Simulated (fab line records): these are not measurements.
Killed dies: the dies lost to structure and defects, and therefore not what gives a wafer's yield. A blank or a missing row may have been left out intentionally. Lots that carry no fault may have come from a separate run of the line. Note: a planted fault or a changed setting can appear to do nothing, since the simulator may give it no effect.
The tool behind it: which one? :: flow gf180mcu :: 18 wafers from 6 lots sampled at 4 of the route's 602 steps

== WHAT EACH GAUGE READ, for each wafer ==
GF_MIM_THK_MEAS_06.
lot: L503
measured: day 25 03:42
on: film metro-03
MIM_CVD_05_THK (nm): 41.4 42.2 42.2

lot: L506
measured: day 25 17:51
on: film metro-02
MIM_CVD_05_THK (nm): 41.9 42.4 42.8

lot: L513
measured: day 28 10:57
on: film metro-01
MIM_CVD_05_THK (nm): 39.4 40.5 42.7

lot: L516
measured: day 29 13:17
on: film metro-03
MIM_CVD_05_THK (nm): 41.6 41.1 41.8

lot: L518
measured: day 29 23:41
on: film metro-03
MIM_CVD_05_THK (nm): 43.2 42.0 43.1

lot: L521
measured: day 30 10:44
on: film metro-02
MIM_CVD_05_THK (nm): 40.6 42.1 41.3

== WHAT TOOL EACH LOT RAN ON (gives the tool, then ch and the chambers of the sampled wafers, and finally the start) ==
lot: L503
GF_M1_SPUTTER_00: pvd sputter-03, day 16 19:59
GF_V1_ETCH_17: rie diel-01 ch 0,3, day 25 03:40 or earlier
GF_MIM_CVD_05: pecvd-02 ch 0,1, day 25 03:40

lot: L506
GF_M1_SPUTTER_00: pvd sputter-03, day 17 11:20
GF_V1_ETCH_17: rie diel-03 ch 0,3, day 25 17:48 or earlier
GF_MIM_CVD_05: pecvd-02 ch 0,1,2, day 25 17:48

lot: L513
GF_M1_SPUTTER_00: pvd sputter-01, day 20 16:14
GF_V1_ETCH_17: rie diel-04 ch 0,3, day 28 10:55 or earlier
GF_MIM_CVD_05: pecvd-02 ch 0,1,2, day 28 10:55

lot: L516
GF_M1_SPUTTER_00: pvd sputter-01, day 22 00:17
GF_V1_ETCH_17: rie diel-04 ch 1,2,3, day 29 13:14 or earlier
GF_MIM_CVD_05: pecvd-04 ch 0,1, day 29 13:14

lot: L518
GF_M1_SPUTTER_00: pvd sputter-04, day 22 11:16
GF_V1_ETCH_17: rie diel-03 ch 1,3, day 29 23:39 or earlier
GF_MIM_CVD_05: pecvd-03 ch 0,2, day 29 23:39

lot: L521
GF_M1_SPUTTER_00: pvd sputter-04, day 23 02:01
GF_V1_ETCH_17: rie diel-01 ch 0,2,3, day 30 10:41 or earlier
GF_MIM_CVD_05: pecvd-04 ch 0,2, day 30 10:41
- GF_M1_SPUTTER_00: material Ti, target thk 37.5 nm, time 150 s.
- GF_V1_ETCH_17: etches SiO2 in C4F8/O2/Ar, stops on TiN, target depth 630 nm.
- GF_MIM_CVD_05: deposits Si3N4, target thk 42 nm, time 29.086 s.

== THE ANSWER, worked out from the rows above alone ==
Rule: the usual values come from the lots themselves. The widest of any qualifying gaps counts: lots, ordered by their means at a reading, are off when they make up no more than a third of the lots, leave a main group of 4 or more, and stand apart from it by 3 or more times the standard deviation of that group's means. The tables above print the reading to a certain number of digits; a main group whose means all agree to those digits is not used. A lot without any number at a reading at which 4 lots or more have one is off too. The other lots that the step has rows for count as sound.
No lot is off at any reading shown: from this, nothing can be told.

== WHAT THE SIMULATOR HAD INSERTED ==
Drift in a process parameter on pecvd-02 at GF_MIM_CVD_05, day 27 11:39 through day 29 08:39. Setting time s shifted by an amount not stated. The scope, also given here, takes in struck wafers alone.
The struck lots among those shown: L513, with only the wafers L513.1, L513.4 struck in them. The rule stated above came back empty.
